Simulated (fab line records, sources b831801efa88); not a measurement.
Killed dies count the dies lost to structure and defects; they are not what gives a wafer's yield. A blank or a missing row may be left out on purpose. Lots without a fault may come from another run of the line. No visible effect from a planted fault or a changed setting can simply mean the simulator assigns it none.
Which of the tools did it? | flow gf180mcu | 36 wafers from 12 lots sampled at 6 of the route's 602 steps

== WHAT THE GAUGES SHOWED, per wafer ==
GF_MVPSD_TW_MEAS_11. Usual: MVPSD_TW typically reads 552, with standard deviation 3.3.
lot  | measured     | on            | MVPSD_TW                | flag
L753 | day 5 07:35  | film metro-01 | 549 546 551             |
L756 | day 6 00:41  | film metro-01 | 552 552 550             |
L757 | day 6 07:17  | film metro-03 | 547 548 549             |
L758 | day 6 13:54  | film metro-01 | 531 529 531 533 534 532 | OFF
L759 | day 6 19:35  | film metro-02 | 530 531 532 533 531 531 | OFF
L766 | day 8 18:44  | film metro-01 | 552 558 556             |
L768 | day 9 03:53  | film metro-01 | 553 551 550             |
L769 | day 9 18:10  | film metro-02 | 550 550 549             |
L770 | day 9 18:53  | film metro-01 | 553 554 552             |
L772 | day 10 05:57 | film metro-02 | 553 556 557             |
L773 | day 10 11:56 | film metro-03 | 550 547 550             |
L775 | day 11 00:40 | film metro-02 | 554 555 556             |

GF_VT_IMPLANT_RS_MEAS_49: uses a four-point probe to measure. Usual: MVPSD_RS typically reads 1168.0 ohm/sq, with standard deviation 3.
lot  | measured     | on            | MVPSD_RS (ohm/sq)                         | flag
L753 | day 7 21:12  | film metro-02 | 1168.7 1169.3 1167.4                      |
L756 | day 8 17:38  | film metro-03 | 1169.8 1168.2 1170.1                      |
L757 | day 9 00:30  | film metro-03 | 1175.8 1172.1 1171.5                      |
L758 | day 9 07:27  | film metro-01 | 1260.7 1257.8 1258.9 1261.3 1259.3 1261.8 | OFF
L759 | day 9 13:43  | film metro-02 | 1266.1 1263.2 1262.4 1265.1 1263.3 1259.5 | OFF
L766 | day 11 20:03 | film metro-01 | 1170.1 1169.5 1166.1                      |
L768 | day 12 05:30 | film metro-01 | 1168.7 1166.2 1164.9                      |
L769 | day 12 20:34 | film metro-02 | 1173.0 1168.8 1166.7                      |
L770 | day 12 21:32 | film metro-02 | 1163.3 1168.8 1164.7                      |
L772 | day 13 10:52 | film metro-01 | 1171.3 1168.9 1165.0                      |
L773 | day 13 16:32 | film metro-02 | 1168.1 1166.6 1164.5                      |
L775 | day 14 07:10 | film metro-03 | 1166.2 1161.9 1164.7                      |

GF_PSD_OVL_MEAS_08. Usual: PSD_OVL typically reads 0.7 nm, with standard deviation 1.6.
lot  | measured     | on         | PSD_OVL (nm)   | flag
L753 | day 14 18:50 | overlay-02 | 3.8 3.7 3.2    |
L756 | day 15 19:10 | overlay-02 | 3.3 3.9 4.0    |
L757 | day 15 22:13 | overlay-01 | -0.5 -0.4 2.5  |
L758 | day 16 13:35 | overlay-01 | -0.9 -2.9 0.6  |
L759 | day 16 22:53 | overlay-02 | 0.1 1.3 0.9    |
L766 | day 20 01:32 | overlay-01 | 3.8 2.1 2.5    |
L768 | day 20 05:46 | overlay-01 | 1.8 2.0 2.1    |
L769 | day 21 00:52 | overlay-01 | -1.1 -2.3 1.9  |
L770 | day 20 23:05 | overlay-01 | -1.0 1.2 1.6   |
L772 | day 21 15:04 | overlay-01 | -0.2 -0.7 -1.0 |
L773 | day 21 21:53 | overlay-02 | 1.0 -1.5 1.7   |
L775 | day 22 14:41 | overlay-01 | -1.2 1.1 1.1   |

GF_PSD_TW_MEAS_11. Usual: PSD_TW typically reads 3176, with standard deviation 30.
lot  | measured     | on            | PSD_TW         | flag
L753 | day 14 19:08 | film metro-04 | 3192 3199 3197 |
L756 | day 15 19:27 | film metro-03 | 3148 3111 3122 |
L757 | day 15 22:30 | film metro-03 | 3137 3124 3115 |
L758 | day 16 13:53 | film metro-01 | 3162 3173 3174 |
L759 | day 16 23:10 | film metro-01 | 3157 3163 3160 |
L766 | day 20 01:50 | film metro-01 | 3158 3159 3161 |
L768 | day 20 06:03 | film metro-04 | 3203 3193 3201 |
L769 | day 21 01:10 | film metro-04 | 3214 3217 3203 |
L770 | day 20 23:23 | film metro-03 | 3165 3143 3153 |
L772 | day 21 15:21 | film metro-01 | 3178 3170 3178 |
L773 | day 21 22:11 | film metro-03 | 3149 3135 3131 |
L775 | day 22 14:58 | film metro-01 | 3176 3171 3176 |

== EACH LOT AND THE TOOL THAT RAN IT (in order: tool; ch and the chambers of the sampled wafers; start) ==
lot  | GF_MVPSD_IMPLANT_08             | GF_HV_LDD_STRIP_49
L753 | implanter-03 ch 0, day 5 07:13  | plasma asher-03 ch 0,1, day 12 22:20
L756 | implanter-04 ch 0, day 6 00:18  | plasma asher-04 ch 1, day 13 20:45
L757 | implanter-04 ch 0, day 6 06:54  | plasma asher-01 ch 0,1, day 13 23:58
L758 | implanter-04 ch 0, day 6 13:32  | plasma asher-01 ch 0,1, day 14 14:50
L759 | implanter-04 ch 0, day 6 19:11  | plasma asher-01 ch 0,1, day 14 22:33
L766 | implanter-03 ch 0, day 8 18:22  | plasma asher-04 ch 0,1, day 17 20:44
L768 | implanter-01 ch 0, day 9 03:30  | plasma asher-01 ch 0,1, day 18 01:14
L769 | implanter-04 ch 0, day 9 17:46  | plasma asher-01 ch 0,1, day 18 20:41
L770 | implanter-03 ch 0, day 9 18:30  | plasma asher-01 ch 0, day 18 18:51
L772 | implanter-01 ch 0, day 10 05:34 | plasma asher-03 ch 0,1, day 19 11:25
L773 | implanter-04 ch 0, day 10 11:34 | plasma asher-04 ch 0,1, day 19 18:34
L775 | implanter-04 ch 0, day 11 00:16 | plasma asher-03 ch 0,1, day 20 12:07
- GF_MVPSD_IMPLANT_08
- GF_HV_LDD_STRIP_49: strips in O2/N2.

== AS READ BY THE TOOLS THEMSELVES (means over the sampled wafers that have a number; for cases with no such wafer, the mark the record gives instead) ==
GF_MVPSD_IMPLANT_08. Usual: dose ions cm2 1.4998e+13, standard deviation 1.3e+10; faraday current uA 84.7, standard deviation 1.7.
lot  | tool         | dose ions cm2 | faraday current uA | flag
L753 | implanter-03 | 1.4990e+13    | 84.7               |
L756 | implanter-04 | 1.5007e+13    | 85.4               |
L757 | implanter-04 | 1.4995e+13    | 83.5               |
L758 | implanter-04 | 1.2892e+13    | 73.5               | OFF
L759 | implanter-04 | 1.2902e+13    | 73.6               | OFF
L766 | implanter-03 | 1.4984e+13    | 85.0               |
L768 | implanter-01 | 1.4998e+13    | 84.3               |
L769 | implanter-04 | 1.5000e+13    | 84.8               |
L770 | implanter-03 | 1.5000e+13    | 85.9               |
L772 | implanter-01 | 1.5014e+13    | 84.9               |
L773 | implanter-04 | 1.5004e+13    | 84.7               |
L775 | implanter-04 | 1.4984e+13    | 85.4               |

GF_HV_LDD_STRIP_49. Usual: drypump motor current A 5.6 A, standard deviation 0.4; heater power w 322 W, standard deviation 35; n2 flow sccm 300.0 sccm, standard deviation 0.89; oes product au 0.716 a.u., standard deviation 0.0045; strip time to endpoint s 12.64 s, standard deviation 0.033.
lot  | tool            | drypump motor current A (A) | heater power w (W) | n2 flow sccm (sccm) | oes product au (a.u.) | strip time to endpoint s (s) | flag
L753 | plasma asher-03 | 5.8                         | 336                | 299.3               | 0.713                 | 12.62                        |
L756 | plasma asher-04 | 5.8                         | 312                | 299.4               | 0.718                 | 12.64                        |
L757 | plasma asher-01 | 5.9                         | 318                | 300.3               | 0.718                 | 12.65                        |
L758 | plasma asher-01 | 5.8                         | 316                | 300.0               | 0.714                 | 12.59                        |
L759 | plasma asher-01 | 5.9                         | 315                | 300.5               | 0.713                 | 12.65                        |
L766 | plasma asher-04 | 5.4                         | 293                | 299.7               | 0.718                 | 12.64                        |
L768 | plasma asher-01 | 5.9                         | 318                | 300.3               | 0.718                 | 12.66                        |
L769 | plasma asher-01 | 5.5                         | 326                | 300.2               | 0.716                 | 12.64                        |
L770 | plasma asher-01 | 6.2                         | 304                | 299.7               | 0.713                 | 12.63                        |
L772 | plasma asher-03 | 5.6                         | 346                | 299.0               | 0.718                 | 12.67                        |
L773 | plasma asher-04 | 5.6                         | 304                | 300.8               | 0.713                 | 12.55                        |
L775 | plasma asher-03 | 5.6                         | 356                | 300.8               | 0.715                 | 12.63                        |

== THE ANSWER, worked out from the rows above alone ==
Rule: take the mean of a lot's wafers that have a number; if it is more than 3 standard deviations from the usual mean, the lot is off. Also off: a lot with no number at a reading for which 4 or more lots have one. Where the step has rows for the other lots, those lots are counted as sound. The gauges are gone through in route order, then the tools' own readings, and for those a lot's mean is taken as printed above. The first step at which some lot is off is used, and at that step the reading that is off furthest; a lot without a number counts as furthest.
Off: L758, L759, at GF_MVPSD_TW_MEAS_11 (MVPSD_TW).
A tool fits if, at a process step before that reading, it ran every lot that is off, and no sound lot after the first of them. The gauges at GF_MVPSD_TW_MEAS_11 aren't tried: what is off there is off at GF_MVPSD_IMPLANT_08 too, on other tools, and a gauge's error can't cause that. Of those tried, none fits.

== WHAT HAD BEEN PUT IN BY THE SIMULATOR ==
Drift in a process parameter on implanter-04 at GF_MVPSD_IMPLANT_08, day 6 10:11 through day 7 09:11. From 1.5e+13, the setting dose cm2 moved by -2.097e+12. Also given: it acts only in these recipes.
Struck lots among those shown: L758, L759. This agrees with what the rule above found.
